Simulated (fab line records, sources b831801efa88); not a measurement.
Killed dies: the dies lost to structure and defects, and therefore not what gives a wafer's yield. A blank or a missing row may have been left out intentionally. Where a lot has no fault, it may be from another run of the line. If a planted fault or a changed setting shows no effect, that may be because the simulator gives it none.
fab line records	flow sky130
record lots=6	wafers=18	last_day=50
route steps=708 shown LI_CONTACT@375 LOCAL_INTERCONNECT@387
lots that met no fault: from a run of the same line without faults
start_h: start of the lot's first displayed wafer, in hours after the record's first day	wait_h: hours from the lot's prior step to this one	" unchanged from the row above	L1.1+2: several wafers, shown together as one row	- value missing, or start not given	* or withheld: withheld	< > ~ a bound
route shown NAME@n: a module of which the file shows steps, and the number in the route of the first	usual: mean/standard deviation of fault-free wafers	same: alike in all rows	chamber/n: place in a boat	sites: the reading at each site	_std_site: standard deviation of those values	_edge_site: inner sites' mean taken away from outer sites' mean	radius_mm: how far each site lies from the wafer's centre	mask NAME#n: copy n	behind: the tool/chamber that last shaped the wafer	hold: why the lot went on hold/how many hours it stayed there/how the hold came to an end	device: names the non-switching transistor (n, p or np)	end of line: the route-end tests of the same wafers	for a step that has no rows: nothing shown but its recipe	killed: dies that structure and defects cost at the first sort, which is not the same as the wafer's yield	map: a wafer's dies, x killed, . not, _ none there
set.NAME: the run value of the setting; set.NAME@STEP: its run value at that earlier step	model.NAME: the simulator's own value behind a step, which no gauge read
lots at selected steps of the route; one table per step, one row per wafer
services: the hour from which a tool's chamber was out of use, counted from the record's first day as start_h (under 0 if before that day), plus the number of hours and why
## steps
# step SKY_LI_CONTACT_OVL_MEAS_13
# usual LI_CONTACT_OVL=1/5.8
lot.wafer	tool	chamber	start_h	wait_h	LI_CONTACT_OVL[nm]
L970.2	overlay-02	-	698.01	0.1	12
L970.3	"	-	"	"	5
L970.6	"	-	"	"	4
L971.1	overlay-02	-	701.61	0.1	3
L971.3	"	-	"	"	1
L971.5	"	-	"	"	0
L978.1	overlay-01	-	780.16	0.1	2
L978.5	"	-	"	"	3
L978.6	"	-	"	"	0
L980.1	overlay-01	-	786.62	0.1	-7
L980.3	"	-	"	"	-2
L980.6	"	-	"	"	-10
L984.1	overlay-02	-	811.11	0.1	-6
L984.4	"	-	"	"	-16
L984.5	"	-	"	"	-8
L988.1	overlay-02	-	840.64	0.1	-7
L988.2	"	-	"	"	-4
L988.6	"	-	"	"	-5
# step SKY_LI_CONTACT_ETCH_14
# recipe chemistry=N2/H2	target=BARC	ion_energy_ev=200	source_w=500	bias_w=100	pressure_mtorr=30	n2_flow_sccm=100	h2_flow_sccm=200	stop_on=SiO2	time_s=45.9	target_depth_a=600
# usual bias_w=100.0/0.31	drypump_motor_current_A=5.8/0.33	oes_product_au=0.855/0.0047	throttle_valve_pct=13.225/0.0094
# same time_s=45.9
lot.wafer	tool	chamber	start_h	wait_h	bias_w	drypump_motor_current_A	oes_product_au	rf_hours_counter_h	throttle_valve_pct
L970.2	rie_diel-04	2	698.04	0.0	100.0	5.4	0.858	13	13.219
L970.3	"	3	"	"	99.6	6.3	0.862	8	13.207
L970.6	"	2	"	"	100.1	5.4	0.858	-	13.229
L971.1	rie_diel-04	0	701.64	0.0	100.3	5.5	0.865	11	13.240
L971.3	"	1	"	"	100.3	6.1	0.850	48	13.229
L971.5	"	2	"	"	100.6	5.4	0.846	-	13.222
L978.1	rie_diel-02	0	780.20	0.0	99.9	5.5	0.854	2	13.240
L978.5	"	2	"	"	100.1	5.8	0.843	-	13.223
L978.6	"	1	"	"	99.8	5.7	0.856	-	13.229
L980.1	rie_diel-03	2	786.66	0.0	99.6	6.3	0.851	14	13.223
L980.3	"	1	"	"	100.1	5.8	0.851	1	13.229
L980.6	"	2	"	"	100.1	6.3	0.854	-	13.234
L984.1	rie_diel-02	2	811.15	0.0	100.1	5.8	0.855	8	13.219
L984.4	"	3	"	"	99.9	5.9	0.847	-	13.230
L984.5	"	2	"	"	100.0	5.8	0.859	-	13.226
L988.1	rie_diel-02	3	840.67	0.0	100.0	5.9	0.850	5	13.220
L988.2	"	0	"	"	99.4	5.5	0.856	4	13.214
L988.6	"	2	"	"	100.4	5.8	0.857	-	13.227
# step SKY_LI_CONTACT_ETCH_15
# recipe target=PSG	chemistry=C4F8/O2/Ar	stop_on=Si	taper_deg=4.15	mask_material=KrF-thick	source_w=1500	bias_w=1200	pressure_mtorr=40	c4f8_flow_sccm=withheld	O2_flow_sccm=6	Ar_flow_sccm=300	time_s=withheld	target_depth_a=6000
# usual bias_w=1200/3.5	oes_product_au=0.837/0.0047
lot.wafer	tool	chamber	start_h	wait_h	bias_w	oes_product_au
L970.2	rie_diel-04	2	698.09	0.0	1194	0.839
L970.3	"	3	"	"	1196	0.834
L970.6	"	2	"	"	1199	0.837
L971.1	rie_diel-04	0	701.69	0.0	1200	0.832
L971.3	"	1	"	"	1206	0.839
L971.5	"	2	"	"	1204	0.844
L978.1	rie_diel-02	0	780.24	0.0	1193	0.840
L978.5	"	2	"	"	1208	0.837
L978.6	"	1	"	"	1204	0.837
L980.1	rie_diel-03	2	786.70	0.0	1196	0.832
L980.3	"	1	"	"	1202	0.844
L980.6	"	2	"	"	1205	0.842
L984.1	rie_diel-02	2	811.19	0.0	1205	0.845
L984.4	"	3	"	"	1204	0.837
L984.5	"	2	"	"	1200	0.837
L988.1	rie_diel-02	3	840.71	0.0	1199	0.831
L988.2	"	0	"	"	1198	0.833
L988.6	"	2	"	"	1201	0.840
# step SKY_LI_CONTACT_STRIP_16
# recipe chemistry=O2/N2	power_w=1400	pressure_mtorr=1500	platen_temp_c=withheld	o2_flow_sccm=3000	n2_flow_sccm=300	overash_fraction=0.5
# step SKY_LI_CONTACT_CLEAN_17
# recipe chemistry=NMP	time_s=600	temp_c=60	dry=n2_spin
# step SKY_LI_CONTACT_PRE_CLEAN_18
# recipe gas=Ar	time_s=5.6	bias_v=358
# step SKY_LI_CONTACT_SPUTTER_19
# recipe material=Ti	target_thk_nm=20	chamber_pressure_pa=5	power_w=2500	substrate_temp_c=200	time_s=106.37
# step SKY_LI_CONTACT_SPUTTER_20
# recipe material=TiN	target_thk_nm=20	chamber_pressure_pa=5	power_w=4000	time_s=80
# usual cathode_dc_power_W=4000.0/0.67	throttle_valve_pct=29.6/0.94
# same time_s=80
lot.wafer	tool	chamber	start_h	wait_h	cathode_dc_power_W	throttle_valve_pct
L970.2	pvd_sputter-01	-	698.54	0.0	3999.2	30.7
L970.3	"	-	"	"	4001.1	30.2
L970.6	"	-	"	"	3998.8	30.2
L971.1	pvd_sputter-01	-	702.14	0.0	3999.3	29.8
L971.3	"	-	"	"	3999.3	30.9
L971.5	"	-	"	"	4000.3	30.7
L978.1	pvd_sputter-04	-	780.69	0.0	3998.8	29.8
L978.5	"	-	"	"	4000.4	29.2
L978.6	"	-	"	"	3999.6	31.6
L980.1	pvd_sputter-02	-	787.17	0.0	4000.5	28.7
L980.3	"	-	"	"	4000.9	28.9
L980.6	"	-	"	"	3999.2	28.4
L984.1	pvd_sputter-01	-	811.66	0.0	3999.9	30.9
L984.4	"	-	"	"	4000.2	30.1
L984.5	"	-	"	"	4000.1	29.8
L988.1	pvd_sputter-02	-	841.17	0.0	4000.5	28.9
L988.2	"	-	"	"	3999.6	28.3
L988.6	"	-	"	"	3999.3	28.5
# step SKY_LI_CONTACT_CVD_21
# recipe material=W	target_thk_nm=400	time_s=120.56	temp_c=400	pressure_torr=40
# usual heater_power_w=876/120
# same time_s=120.56
lot.wafer	tool	chamber	start_h	wait_h	heater_power_w
L970.2	cvd_w-02	1	698.60	0.0	787
L970.3	"	0	"	"	755
L970.6	"	0	"	"	811
L971.1	cvd_w-02	1	702.20	0.0	805
L971.3	"	1	"	"	792
L971.5	"	1	"	"	787
L978.1	cvd_w-01	1	780.75	0.0	1073
L978.5	"	0	"	"	983
L978.6	"	1	"	"	1074
L980.1	cvd_w-01	0	787.23	0.0	947
L980.3	"	1	"	"	1071
L980.6	"	1	"	"	1052
L984.1	cvd_w-02	0	811.72	0.0	788
L984.4	"	0	"	"	777
L984.5	"	1	"	"	796
L988.1	cvd_w-01	1	841.23	0.0	1102
L988.2	"	0	"	"	983
L988.6	"	1	"	"	1106
# step SKY_LI_CONTACT_RS_MEAS_22
# recipe thk_meas_gauge=four-point-probe	reads=W_of_LI_CONTACT_CVD_21+TiN_of_LI_CONTACT_SPUTTER_20+Ti_of_LI_CONTACT_SPUTTER_19
# usual LI_CONTACT_W_RS=0.2846/0.0028
lot.wafer	tool	chamber	start_h	wait_h	LI_CONTACT_W_RS[ohm/sq]
L970.2	film_metro-03	-	698.75	0.1	0.2821
L970.3	"	-	"	"	0.2832
L970.6	"	-	"	"	0.2781
L971.1	film_metro-04	-	702.33	0.1	0.2893
L971.3	"	-	"	"	0.2882
L971.5	"	-	"	"	0.2871
L978.1	film_metro-03	-	780.88	0.1	0.2882
L978.5	"	-	"	"	0.2847
L978.6	"	-	"	"	0.2862
L980.1	film_metro-03	-	787.36	0.1	0.2847
L980.3	"	-	"	"	0.2864
L980.6	"	-	"	"	0.2882
L984.1	film_metro-02	-	811.85	0.1	0.2823
L984.4	"	-	"	"	0.2815
L984.5	"	-	"	"	0.2882
L988.1	film_metro-04	-	841.36	0.1	0.2885
L988.2	"	-	"	"	0.2858
L988.6	"	-	"	"	0.2871
# step SKY_LI_CONTACT_THK_MEAS_23
# recipe thk_meas_gauge=xrf	reads=W_of_LI_CONTACT_CVD_21
# usual LI_CONTACT_W_THK=403/5.8
lot.wafer	tool	chamber	start_h	wait_h	LI_CONTACT_W_THK[nm]
L970.2	film_metro-03	-	698.86	0.1	412
L970.3	"	-	"	"	409
L970.6	"	-	"	"	416
L971.1	film_metro-04	-	702.45	0.1	394
L971.3	"	-	"	"	398
L971.5	"	-	"	"	401
L978.1	film_metro-03	-	781.00	0.1	397
L978.5	"	-	"	"	406
L978.6	"	-	"	"	404
L980.1	film_metro-03	-	787.48	0.1	403
L980.3	"	-	"	"	403
L980.6	"	-	"	"	399
L984.1	film_metro-02	-	811.97	0.1	406
L984.4	"	-	"	"	405
L984.5	"	-	"	"	397
L988.1	film_metro-04	-	841.48	0.1	403
L988.2	"	-	"	"	404
L988.6	"	-	"	"	404
# step SKY_LI_CONTACT_CMP_24
# recipe stop_on=PSG	t_overpolish_s=20	down_force_psi=3.5	platen_rpm=60	target_thk_nm=0	pad_velocity_m_s=0.94248
# step SKY_LOCAL_INTERCONNECT_SPUTTER_00
# recipe material=TiN	target_thk_nm=100	temp_c=300	power_w=6500	time_s=83.3	chamber_pressure_pa=0.4
# usual cathode_dc_power_W=6500.0/1.1	throttle_valve_pct=29.9/0.9
# same time_s=83.3
lot.wafer	tool	chamber	start_h	wait_h	cathode_dc_power_W	throttle_valve_pct	model.TiN_of_LOCAL_INTERCONNECT_SPUTTER_00.thk_nm
L970.2	pvd_sputter-03	-	699.21	0.2	6499.2	28.1	100.5
L970.3	"	-	"	"	6498.4	30.6	99.62
L970.6	"	-	"	"	6498.9	29.8	100.3
L971.1	pvd_sputter-04	-	702.81	0.1	6500.7	29.5	100.6
L971.3	"	-	"	"	6498.6	29.9	101.1
L971.5	"	-	"	"	6500.7	31.3	101.1
L978.1	pvd_sputter-03	-	781.36	0.1	7597.2	30.8	116.5
L978.5	"	-	"	"	7594.8	28.4	117.2
L978.6	"	-	"	"	7596.3	29.3	118
L980.1	pvd_sputter-03	-	787.84	0.1	7597.0	30.7	116.4
L980.3	"	-	"	"	7599.6	27.8	117.1
L980.6	"	-	"	"	7599.2	30.7	117.6
L984.1	pvd_sputter-01	-	812.33	0.1	6499.4	30.5	102.9
L984.4	"	-	"	"	6499.5	29.8	102.9
L984.5	"	-	"	"	6498.7	30.4	102.1
L988.1	pvd_sputter-01	-	841.84	0.1	6497.5	30.0	101.5
L988.2	"	-	"	"	6499.5	30.4	100.5
L988.6	"	-	"	"	6498.5	30.6	99.92
# step SKY_LOCAL_INTERCONNECT_RS_MEAS_01
# recipe thk_meas_gauge=four-point-probe	reads=TiN_of_LOCAL_INTERCONNECT_SPUTTER_00
# usual LOCAL_INTERCONNECT_TIN_RS=14.05/0.13
lot.wafer	tool	chamber	start_h	wait_h	LOCAL_INTERCONNECT_TIN_RS[ohm/sq]
L970.2	film_metro-04	-	699.29	0.1	14.07
L970.3	"	-	"	"	14.20
L970.6	"	-	"	"	14.08
L971.1	film_metro-01	-	702.87	0.0	14.05
L971.3	"	-	"	"	13.97
L971.5	"	-	"	"	13.94
L978.1	film_metro-04	-	781.42	0.0	12.07
L978.5	"	-	"	"	12.01
L978.6	"	-	"	"	11.93
L980.1	film_metro-01	-	787.90	0.0	12.06
L980.3	"	-	"	"	12.01
L980.6	"	-	"	"	11.92
L984.1	film_metro-01	-	812.39	0.0	13.71
L984.4	"	-	"	"	13.71
L984.5	"	-	"	"	13.87
L988.1	film_metro-01	-	841.90	0.0	13.91
L988.2	"	-	"	"	14.06
L988.6	"	-	"	"	14.16
# step SKY_LOCAL_INTERCONNECT_THK_MEAS_02
# recipe thk_meas_gauge=xrf	reads=TiN_of_LOCAL_INTERCONNECT_SPUTTER_00
# usual LOCAL_INTERCONNECT_TIN_THK=98.7/1.2
lot.wafer	tool	chamber	start_h	wait_h	LOCAL_INTERCONNECT_TIN_THK[nm]
L970.2	film_metro-04	-	699.40	0.1	98.3
L970.3	"	-	"	"	97.7
L970.6	"	-	"	"	98.3
L971.1	film_metro-01	-	702.99	0.1	99.4
L971.3	"	-	"	"	99.6
L971.5	"	-	"	"	100.0
L978.1	film_metro-04	-	781.54	0.1	114.3
L978.5	"	-	"	"	114.7
L978.6	"	-	"	"	114.9
L980.1	film_metro-01	-	788.02	0.1	114.4
L980.3	"	-	"	"	114.9
L980.6	"	-	"	"	115.3
L984.1	film_metro-01	-	812.51	0.1	101.8
L984.4	"	-	"	"	101.8
L984.5	"	-	"	"	100.6
L988.1	film_metro-01	-	842.02	0.1	100.4
L988.2	"	-	"	"	99.1
L988.6	"	-	"	"	98.8
# step SKY_LOCAL_INTERCONNECT_DEHYDRATE_03
# recipe temp_c=200	time_s=60
# step SKY_LOCAL_INTERCONNECT_HMDS_04
# recipe prime_time_s=60	prime_temp_c=120
# step SKY_LOCAL_INTERCONNECT_COAT_05
# recipe resist=BARC	temp_c=withheld	time_s=withheld	spin_rpm=3000	resist_thk_nm=60
# step SKY_LOCAL_INTERCONNECT_COAT_06
# recipe resist=KrF-thick	spin_rpm=3000	resist_thk_nm=450
# step SKY_LOCAL_INTERCONNECT_SOFTBAKE_07
# recipe temp_c=100	time_s=90	resist=KrF-thick
# step SKY_LOCAL_INTERCONNECT_EXPOSE_08
# recipe mask_id=LI1M	na=0.8	source_shape=annular	sigma_inner=0.55	sigma_outer=0.85	target_cd_nm=170	dose_mj=28
# step SKY_LOCAL_INTERCONNECT_PEB_09
# recipe peb_temp_c=withheld	peb_time_s=withheld	resist=KrF-thick
# step SKY_LOCAL_INTERCONNECT_DEVELOP_10
# recipe develop_time_s=60	resist=KrF-thick	dev_temp_c=21
# step SKY_LOCAL_INTERCONNECT_CD_MEAS_11
# recipe target_cd_nm=170
# usual cd_nm=169.6/1.4
lot.wafer	tool	chamber	start_h	wait_h	cd_nm
L970.2	cd_sem-01	-	726.21	-	168.0
L970.3	"	-	"	"	169.1
L970.6	"	-	"	"	167.6
L971.1	cd_sem-01	-	730.13	-	170.8
L971.3	"	-	"	"	170.6
L971.5	"	-	"	"	171.2
L978.1	cd_sem-01	-	808.49	-	168.4
L978.5	"	-	"	"	170.1
L978.6	"	-	"	"	170.2
L980.1	cd_sem-01	-	815.06	-	170.0
L980.3	"	-	"	"	170.1
L980.6	"	-	"	"	170.2
L984.1	cd_sem-01	-	838.55	-	169.2
L984.4	"	-	"	"	168.3
L984.5	"	-	"	"	169.7
L988.1	cd_sem-01	-	868.54	-	168.5
L988.2	"	-	"	"	167.6
L988.6	"	-	"	"	166.2
# step SKY_LOCAL_INTERCONNECT_OVL_MEAS_12
# usual LOCAL_INTERCONNECT_OVL=3/5.5
lot.wafer	tool	chamber	start_h	wait_h	LOCAL_INTERCONNECT_OVL[nm]
L970.2	overlay-02	-	726.31	0.1	6
L970.3	"	-	"	"	6
L970.6	"	-	"	"	9
L971.1	overlay-02	-	730.25	0.1	7
L971.3	"	-	"	"	-1
L971.5	"	-	"	"	-3
L978.1	overlay-02	-	808.61	0.1	11
L978.5	"	-	"	"	9
L978.6	"	-	"	"	12
L980.1	overlay-02	-	815.18	0.1	9
L980.3	"	-	"	"	8
L980.6	"	-	"	"	14
L984.1	overlay-01	-	838.67	0.1	7
L984.4	"	-	"	"	13
L984.5	"	-	"	"	5
L988.1	overlay-02	-	868.66	0.1	-5
L988.2	"	-	"	"	-3
L988.6	"	-	"	"	-3
# step SKY_LOCAL_INTERCONNECT_ETCH_13
# recipe chemistry=N2/H2	target=BARC	ion_energy_ev=200	bias_w=100	pressure_mtorr=30	n2_flow_sccm=100	h2_flow_sccm=200	icp_w=500	stop_on=SiO2	time_s=45.9	target_depth_a=600
# step SKY_LOCAL_INTERCONNECT_METAL_ETCH_14
# recipe target_depth_nm=110	stop_on=PSG	chemistry=Cl2/BCl3	target=TiN	resist_sidewall_deg=88	pressure_mtorr=10	icp_w=900	bias_w=48.5	Cl2_flow_sccm=60	bcl3_flow_sccm=30	time_s=31.4
# usual bias_w=48.48/0.15	drypump_motor_current_A=5.8/0.65	oes_product_au=0.945/0.006	throttle_valve_pct=21.898/0.0086
# same time_s=31.4
lot.wafer	tool	chamber	start_h	wait_h	bias_w	drypump_motor_current_A	oes_product_au	rf_hours_counter_h	throttle_valve_pct
L970.2	rie_metal-01	1	726.41	0.0	48.53	5.8	0.942	3	21.912
L970.3	"	0	"	"	48.16	4.9	0.942	-	21.884
L970.6	"	0	"	"	48.33	4.9	0.936	-	21.903
L971.1	rie_metal-01	1	730.35	0.0	48.57	5.8	0.947	3	21.894
L971.3	"	0	"	"	48.63	4.9	0.957	-	21.907
L971.5	"	1	"	"	48.52	5.8	0.948	-	21.902
L978.1	rie_metal-04	0	808.71	0.0	48.31	6.1	0.999	14	21.876
L978.5	"	0	"	"	48.25	6.1	0.996	-	21.860
L978.6	"	1	"	"	48.48	6.7	0.994	-	21.865
L980.1	rie_metal-04	0	815.28	0.0	48.54	6.0	0.993	14	21.864
L980.3	"	1	"	"	48.43	6.7	0.990	-	21.865
L980.6	"	0	"	"	48.37	6.1	0.993	-	21.877
L984.1	rie_metal-01	0	838.77	0.0	48.43	4.9	0.967	8	21.881
L984.4	"	0	"	"	48.65	4.9	0.953	-	21.896
L984.5	"	1	"	"	48.83	5.8	0.952	-	21.888
L988.1	rie_metal-01	1	868.76	0.0	48.51	5.7	0.949	8	21.901
L988.2	"	0	"	"	48.63	4.9	0.944	9	21.896
L988.6	"	1	"	"	48.63	5.7	0.935	-	21.897
# step SKY_LOCAL_INTERCONNECT_STRIP_15
# recipe chemistry=O2/N2	power_w=1400	pressure_mtorr=1500	platen_temp_c=withheld	o2_flow_sccm=3000	n2_flow_sccm=300	overash_fraction=0.5
# usual drypump_motor_current_A=5.69/0.24	oes_product_au=0.427/0.0047	strip_time_to_endpoint_s=4.725/0.021
lot.wafer	tool	chamber	start_h	wait_h	drypump_motor_current_A	oes_product_au	rf_hours_counter_h	strip_time_to_endpoint_s
L970.2	plasma_asher-02	1	726.46	0.0	5.34	0.423	101	4.731
L970.3	"	1	"	"	5.35	0.423	-	4.724
L970.6	"	0	"	"	6.08	0.427	-	4.712
L971.1	plasma_asher-02	0	730.40	0.0	6.06	0.427	101	4.717
L971.3	"	0	"	"	6.02	0.420	-	4.688
L971.5	"	0	"	"	6.03	0.425	-	4.700
L978.1	plasma_asher-01	0	808.76	0.0	5.32	0.416	37	4.680
L978.5	"	0	"	"	5.33	0.430	-	4.721
L978.6	"	1	"	"	5.85	0.427	-	4.727
L980.1	plasma_asher-04	1	815.34	0.0	5.87	0.423	71	4.740
L980.3	"	0	"	"	5.69	0.422	-	4.749
L980.6	"	1	"	"	5.87	0.428	-	4.740
L984.1	plasma_asher-01	1	838.82	0.0	5.85	0.429	40	4.745
L984.4	"	0	"	"	5.32	0.433	-	4.742
L984.5	"	1	"	"	5.84	0.433	-	4.777
L988.1	plasma_asher-01	0	868.81	0.0	5.33	0.427	43	4.724
L988.2	"	1	"	"	5.83	0.421	43	4.714
L988.6	"	0	"	"	5.34	0.436	-	4.724
# step SKY_LOCAL_INTERCONNECT_STRIP_16
# recipe chemistry=post_etch_residue_remover	time_s=1200	temp_c=72.5
# usual bath_heat_duty_pct=14.7/1.2
# same time_s=1200
lot.wafer	tool	chamber	start_h	wait_h	bath_heat_duty_pct	model.TiN_of_LOCAL_INTERCONNECT_SPUTTER_00.thk_nm
L970.2	wet_bench-02	3	726.56	0.1	16.7	100.1
L970.3	"	3	"	"	16.4	99.2
L970.6	"	3	"	"	17.2	99.89
L971.1	wet_bench-02	0	730.50	0.1	15.1	100.2
L971.3	"	0	"	"	14.4	100.7
L971.5	"	0	"	"	15.2	100.6
L978.1	wet_bench-02	3	808.86	0.1	15.1	116.1
L978.5	"	3	"	"	16.9	116.8
L978.6	"	3	"	"	15.4	117.6
L980.1	wet_bench-02	3	815.44	0.1	16.3	116
L980.3	"	3	"	"	15.5	116.7
L980.6	"	3	"	"	14.9	117.2
L984.1	wet_bench-02	2	838.92	0.1	15.9	102.5
L984.4	"	2	"	"	13.8	102.5
L984.5	"	2	"	"	15.2	101.7
L988.1	wet_bench-02	2	868.91	0.1	16.0	101.1
L988.2	"	2	"	"	15.2	100.1
L988.6	"	2	"	"	15.5	99.49
# step SKY_LOCAL_INTERCONNECT_CLEAN_17
# recipe chemistry=IPA	time_s=180	temp_c=25
## services
tool	chamber	start_h	hours	kind
plasma_asher-02	-	684.16	7.0	repair
pvd_sputter-04	-	689.48	12.6	repair
cvd_w-02	-	693.84	2.8	pm
rie_diel-04	1	707.93	49.0	repair
rie_diel-04	3	712.45	4.3	repair
pvd_sputter-03	-	717.82	3.6	repair
plasma_asher-01	-	719.50	1.9	repair
rie_diel-02	3	730.94	8.2	repair
plasma_asher-01	-	742.75	2.8	pm
rie_diel-04	-	745.15	1.4	repair
plasma_asher-01	-	746.89	2.0	repair
cvd_w-02	-	747.47	0.7	repair
rie_diel-02	0	749.66	1.3	repair
plasma_asher-01	-	762.29	11.0	pm
rie_diel-04	2	799.75	5.8	repair
rie_diel-02	3	801.68	1.6	repair
rie_diel-02	-	803.86	1.3	repair
rie_diel-04	0	810.64	12.0	repair
pvd_sputter-01	-	818.33	4.8	repair
rie_diel-02	3	830.87	9.3	repair
cvd_w-02	-	830.98	1.4	repair
rie_diel-02	0	850.64	8.4	repair
rie_diel-02	2	850.67	4.4	repair
rie_metal-01	-	852.71	0.6	repair
## key
first_sign step=SKY_LOCAL_INTERCONNECT_SPUTTER_00	reading=cathode_dc_power_W	direction=up	sigmas=99+	usual=6500.0	struck=7597.4
effect step=SKY_LOCAL_INTERCONNECT_RS_MEAS_01	reading=LOCAL_INTERCONNECT_TIN_RS	direction=down	sigmas=15	usual=14.05	struck=12.00
effect step=SKY_LOCAL_INTERCONNECT_THK_MEAS_02	reading=LOCAL_INTERCONNECT_TIN_THK	direction=up	sigmas=13	usual=98.7	struck=114.8
effect step=SKY_LOCAL_INTERCONNECT_METAL_ETCH_14	reading=oes_product_au	direction=up	sigmas=8.2	usual=0.945	struck=0.994
model_effect step=SKY_LOCAL_INTERCONNECT_SPUTTER_00	value=TiN_of_LOCAL_INTERCONNECT_SPUTTER_00.thk_nm	without=100.2	struck=117.1
model_effect step=SKY_LOCAL_INTERCONNECT_STRIP_16	value=TiN_of_LOCAL_INTERCONNECT_SPUTTER_00.thk_nm	without=99.82	struck=116.7
met_at SKY_LOCAL_INTERCONNECT_SPUTTER_00
struck_wafers L978.1,L978.5,L978.6,L980.1,L980.3,L980.6
later_rows_left_out L978.1,L978.5,L978.6,L980.1,L980.3,L980.6
sort_left_out L978.1,L978.5,L978.6,L980.1,L980.3,L980.6
tester_left_out L978,L980
onset_between 699.21 781.36
fault kind=process_parameter_drift	tool=pvd_sputter-03	chamber=-	onset_h=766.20	steps=SKY_LOCAL_INTERCONNECT_SPUTTER_00	channel=power_w	offset=*	shape=step	end_h=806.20	acts_in=*	stated=*
# tester_left_out: of these lots the tester's yield and bins aren't shown, on N5 and GAA mostly nor the transistor test; their killed dies are dies lost to structure and defects alone, not to doping, threshold or leakage, so they don't give the yield
# sort_left_out: the simulated sort isn't trusted on such a fault, so these wafers' sort isn't shown, and their yield isn't known
# later_rows_left_out: the simulator's readings of these wafers behind a module that went badly wrong aren't trusted and aren't shown, but for the sort
